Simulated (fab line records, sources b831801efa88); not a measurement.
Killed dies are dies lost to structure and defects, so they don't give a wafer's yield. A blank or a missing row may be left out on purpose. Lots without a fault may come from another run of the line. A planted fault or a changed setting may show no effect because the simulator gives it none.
fab line records | flow gf180mcu
record lots=6 wafers=18 last_day=34
route steps=602 shown V4@480
lots that met no fault: from a run of the same line without faults
start_h: hours from the record's first day to the start of the lot's first wafer shown | wait_h: hours since the lot's step before | " the same as in the row above | L1.1+2: a row that stands for several wafers | - no value, or no start given | * or withheld: withheld | < > ~ a bound
route shown NAME@n: a module of which the file shows steps, and the number in the route of the first | usual: mean/standard deviation of fault-free wafers | same: alike in all rows | chamber/n: place in a boat | sites: the reading at each site | _std_site: their standard deviation | _edge_site: outer sites' mean less inner sites' | radius_mm: how far each site lies from the wafer's centre | mask NAME#n: copy n | behind: the tool/chamber that last shaped the wafer | hold: why the lot was held/for how many hours/how that ended | device: the transistor (n, p or np) that didn't switch | end of line: the same wafers' tests at the end of the route | a step without rows: its recipe alone | killed: dies lost to structure and defects at the first sort, not the wafer's yield | map: a wafer's dies, x killed, . not, _ none there
set.NAME: the setting as run; set.NAME@STEP: as run at that earlier step | model.NAME: the simulator's own value behind a step, which no gauge read
lots at some steps of the route; a table a step, a row a wafer
services: from which hour (start_h, from the record's first day; less than 0 if before it) a tool's chamber was out of use, for how many hours, and why
## steps
# step GF_V4_CMP_04
# recipe material=SiO2 down_force_psi=4 platen_rpm=60 pad_velocity_m_s=0.94248
# usual motor_current_A=12.1/1.1 time_to_endpoint_s=80/4.7
# columns lot.wafer tool chamber start_h wait_h motor_current_A time_to_endpoint_s
L661.3 cmp-01 1 552.57 0.0 13.0 88
L661.4 " 2 " " 12.0 91
L661.1 " 3 " " 11.3 82
L665.1 cmp-02 0 589.37 0.1 10.5 79
L665.3 " 2 " " 9.4 74
L665.4 " 3 " " 12.3 83
L666.4 cmp-01 0 596.67 0.0 12.4 79
L666.3 " 2 " " 12.2 77
L666.5 " 0 " " 12.8 79
L667.4 cmp-02 1 602.57 0.0 12.8 84
L667.3 " 3 " " 12.6 80
L667.6 " 2 " " 9.9 82
L678.2 cmp-01 2 680.48 0.1 11.6 81
L678.1 " 3 " " 12.7 79
L678.5 " 2 " " 12.5 84
L680.2 cmp-02 1 698.74 0.1 13.2 79
L680.5 " 0 " " 10.5 83
L680.6 " 1 " " 13.0 82
# step GF_V4_BOW_MEAS_05
# recipe mode=bow
# usual V4_BOW=135/9.2
# columns lot.wafer tool chamber start_h wait_h V4_BOW[um]
L661.1 film_metro-04 - 552.87 0.1 133
L661.3 " - " " 139
L661.4 " - " " 128
L665.1 film_metro-02 - 589.67 0.2 129
L665.3 " - " " 131
L665.4 " - " " 122
L666.3 film_metro-04 - 597.01 0.2 123
L666.4 " - " " 126
L666.5 " - " " 129
L667.3 film_metro-03 - 602.91 0.2 123
L667.4 " - " " 131
L667.6 " - " " 118
L678.1 film_metro-04 - 680.73 0.1 138
L678.2 " - " " 138
L678.5 " - " " 147
L680.2 film_metro-02 - 699.01 0.2 128
L680.5 " - " " 131
L680.6 " - " " 140
# step GF_V4_DEHYDRATE_06
# recipe temp_c=200 time_s=60
# step GF_V4_HMDS_07
# recipe prime_time_s=60 prime_temp_c=120
# step GF_V4_COAT_08
# recipe resist=BARC temp_c=withheld time_s=withheld spin_rpm=withheld resist_thk_nm=withheld
# step GF_V4_COAT_09
# recipe resist=KrF spin_rpm=withheld resist_thk_nm=1000
# step GF_V4_SOFTBAKE_10
# recipe temp_c=130 time_s=60 resist=KrF
# step GF_V4_EXPOSE_11
# recipe mask_id=Via4 target_cd_nm=260 na=0.68 source_shape=conventional sigma_outer=0.6 dose_mj=38
# step GF_V4_PEB_12
# recipe peb_temp_c=135 peb_time_s=90 resist=KrF
# step GF_V4_DEVELOP_13
# recipe develop_time_s=60 resist=KrF dev_temp_c=21
# step GF_V4_CD_MEAS_14
# recipe target_cd_nm=260
# usual cd_nm=260.0/1.4
# columns lot.wafer tool chamber start_h wait_h cd_nm
L661.1 cd_sem-02 - 575.56 0.1 260.7
L661.3 " - " " 260.5
L661.4 " - " " 260.1
L665.1 cd_sem-02 - 610.81 0.1 259.3
L665.3 " - " " 259.6
L665.4 " - " " 259.9
L666.3 cd_sem-01 - 618.11 0.2 258.3
L666.4 " - " " 259.0
L666.5 " - " " 257.9
L667.3 cd_sem-01 - 623.70 0.1 260.0
L667.4 " - " " 261.0
L667.6 " - " " 261.0
L678.1 cd_sem-02 - 699.41 0.1 260.4
L678.2 " - " " 260.2
L678.5 " - " " 260.8
L680.2 cd_sem-01 - 717.18 0.1 261.2
L680.5 " - " " 260.4
L680.6 " - " " 260.5
# step GF_V4_OVL_MEAS_15
# usual V4_OVL=0/6.7
# columns lot.wafer tool chamber start_h wait_h V4_OVL[nm]
L661.1 overlay-01 - 575.68 0.1 0
L661.3 " - " " -2
L661.4 " - " " -9
L665.1 overlay-02 - 610.93 0.1 -12
L665.3 " - " " -15
L665.4 " - " " -11
L666.3 overlay-02 - 618.20 0.1 6
L666.4 " - " " 9
L666.5 " - " " 5
L667.3 overlay-02 - 623.82 0.1 3
L667.4 " - " " 14
L667.6 " - " " 1
L678.1 overlay-02 - 699.53 0.1 -5
L678.2 " - " " -6
L678.5 " - " " -4
L680.2 overlay-02 - 717.29 0.1 -4
L680.5 " - " " -1
L680.6 " - " " -3
# step GF_V4_ETCH_16
# recipe chemistry=N2/H2 target_depth_a=withheld overetch_a=withheld time_s=withheld target=BARC ion_energy_ev=200 source_w=500 bias_w=100 pressure_mtorr=30 n2_flow_sccm=100 h2_flow_sccm=200
# usual bias_w=100.00/0.29 chamber_pressure_mTorr=30.000/0.027 drypump_motor_current_A=5.6/0.4 oes_product_au=0.855/0.0048 throttle_valve_pct=13.225/0.0089
# columns lot.wafer tool chamber start_h wait_h bias_w chamber_pressure_mTorr drypump_motor_current_A oes_product_au throttle_valve_pct
L661.1 rie_diel-02 3 575.72 0.0 99.65 30.011 5.7 0.861 13.241
L661.3 " 1 " " 100.42 30.001 5.7 0.855 13.217
L661.4 " 2 " " 99.62 30.031 5.0 0.853 13.236
L665.1 rie_diel-01 1 610.97 0.0 - - - - -
L665.3 " 3 " " - - - - -
L665.4 " 0 " " - - - - -
L666.3 rie_diel-01 1 618.23 0.0 - - - - -
L666.4 " 3 " " - - - - -
L666.5 " 1 " " - - - - -
L667.3 rie_diel-01 2 623.84 0.0 99.51 30.067 5.9 0.858 13.214
L667.4 " 3 " " 100.35 30.016 6.1 0.857 13.208
L667.6 " 2 " " 99.27 29.985 5.9 0.859 13.224
L678.1 rie_diel-01 3 699.57 0.0 100.20 30.014 6.1 0.854 13.230
L678.2 " 1 " " 100.40 30.050 5.5 0.857 13.234
L678.5 " 2 " " 100.56 29.998 5.9 0.857 13.223
L680.2 rie_diel-01 3 717.32 0.0 99.77 29.968 6.1 0.858 13.212
L680.5 " 1 " " 99.98 30.009 5.5 0.851 13.222
L680.6 " 0 " " 99.97 29.978 5.3 0.854 13.227
# step GF_V4_ETCH_17
# recipe chemistry=C4F8/O2/Ar mask_material=KrF target=SiO2 stop_on=TiN source_w=1500 bias_w=1200 pressure_mtorr=40 c4f8_flow_sccm=withheld O2_flow_sccm=6 Ar_flow_sccm=300 time_s=withheld target_depth_a=6300
# usual bias_w=1200/3.1 chamber_pressure_mTorr=40.00/0.033 oes_product_au=0.855/0.0051
# columns lot.wafer tool chamber start_h wait_h bias_w chamber_pressure_mTorr oes_product_au
L661.1 rie_diel-02 3 - - 1205 40.00 0.850
L661.3 " 1 " " 1202 39.99 0.853
L661.4 " 2 " " 1194 40.04 0.853
L665.1 rie_diel-01 1 - - 1197 40.00 0.379
L665.3 " 3 " " 1201 39.98 0.371
L665.4 " 0 " " 1201 40.00 0.376
L666.3 rie_diel-01 1 - - 1199 39.95 0.374
L666.4 " 3 " " 1204 40.00 0.371
L666.5 " 1 " " 1201 40.00 0.370
L667.3 rie_diel-01 2 - - 1201 39.97 0.851
L667.4 " 3 " " 1201 39.99 0.860
L667.6 " 2 " " 1205 40.02 0.861
L678.1 rie_diel-01 3 - - 1206 39.98 0.857
L678.2 " 1 " " 1200 39.98 0.868
L678.5 " 2 " " 1200 39.99 0.857
L680.2 rie_diel-01 3 - - 1200 39.96 0.857
L680.5 " 1 " " 1204 39.99 0.857
L680.6 " 0 " " 1201 39.94 0.852
# step GF_V4_STRIP_18
# recipe chemistry=O2/N2 power_w=1400 pressure_mtorr=1500 platen_temp_c=250 o2_flow_sccm=3000 n2_flow_sccm=300 overash_fraction=0.5
# usual drypump_motor_current_A=5.7/0.56 heater_power_w=340/30 oes_product_au=0.592/0.0049
# columns lot.wafer tool chamber start_h wait_h drypump_motor_current_A heater_power_w oes_product_au rf_hours_counter_h
L661.1 plasma_asher-01 0 575.85 - 5.0 324 0.592 75
L661.3 " 0 " " 5.0 323 0.596 -
L661.4 " 1 " " 6.0 351 0.598 -
L665.1 plasma_asher-01 0 611.10 - 5.0 326 0.613 78
L665.3 " 0 " " 5.0 332 0.605 -
L665.4 " 1 " " 6.1 340 0.608 -
L666.3 plasma_asher-04 0 618.39 - 6.5 319 0.610 -
L666.4 " 1 " " 5.3 305 0.606 -
L666.5 " 1 " " 5.3 298 0.613 -
L667.3 plasma_asher-04 0 624.00 - 6.6 326 0.599 -
L667.4 " 1 " " 5.3 306 0.581 -
L667.6 " 0 " " 6.6 332 0.595 -
L678.1 plasma_asher-03 0 699.70 - 5.3 393 0.595 62
L678.2 " 1 " " 5.7 383 0.591 62
L678.5 " 1 " " 5.7 377 0.599 -
L680.2 plasma_asher-04 0 717.45 - 6.5 329 0.595 114
L680.5 " 0 " " 6.5 322 0.596 -
L680.6 " 1 " " 5.3 300 0.588 -
# step GF_V4_STRIP_19
# recipe chemistry=post_etch_residue_remover time_s=1200 temp_c=72.5
## services
# columns tool chamber start_h hours kind
cmp-01 - 534.02 3.4 repair
cmp-02 - 543.12 0.6 repair
rie_diel-01 - 551.97 0.2 repair
rie_diel-01 1 559.88 2.4 repair
plasma_asher-04 - 572.04 1.2 repair
cmp-02 - 572.26 4.0 pm
cmp-02 - 576.26 - consumable_replace:conditioner
cmp-02 - 576.26 - consumable_replace:pad
plasma_asher-03 - 589.12 0.8 repair
plasma_asher-03 - 628.80 9.9 pm
plasma_asher-04 - 656.84 2.3 repair
plasma_asher-04 - 658.31 0.5 repair
rie_diel-01 3 663.96 - clean
rie_diel-01 3 663.96 20.7 scheduled_down
rie_diel-01 3 663.96 20.7 vent_cycle
rie_diel-02 2 680.62 10.0 repair
rie_diel-02 0 700.51 3.8 repair
rie_diel-02 - 702.76 14.6 repair
plasma_asher-01 - 705.32 14.0 pm
## key
first_sign step=GF_V4_ETCH_16 reading=tool_record direction=missing
effect step=GF_V4_ETCH_17 reading=oes_product_au direction=down sigmas=94 usual=0.855 struck=0.373
effect step=GF_V4_STRIP_18 reading=oes_product_au direction=up sigmas=3.4 usual=0.592 struck=0.609
met_at GF_V4_ETCH_16
struck_wafers L665.1,L665.3,L665.4,L666.3,L666.4,L666.5
later_rows_left_out L665.1,L665.3,L665.4,L666.3,L666.4,L666.5
sort_left_out L665.1,L665.3,L665.4,L666.3,L666.4,L666.5
fault kind=skipped_step_whole tool=rie_diel-01 chamber=- onset_h=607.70 steps=GF_V4_ETCH_16 scope=struck_lots_only
# sort_left_out: the simulated sort isn't trusted on such a fault, so these wafers' sort isn't shown, and their yield isn't known
# later_rows_left_out: the simulator's readings of these wafers behind a module that went badly wrong aren't trusted and aren't shown, but for the sort
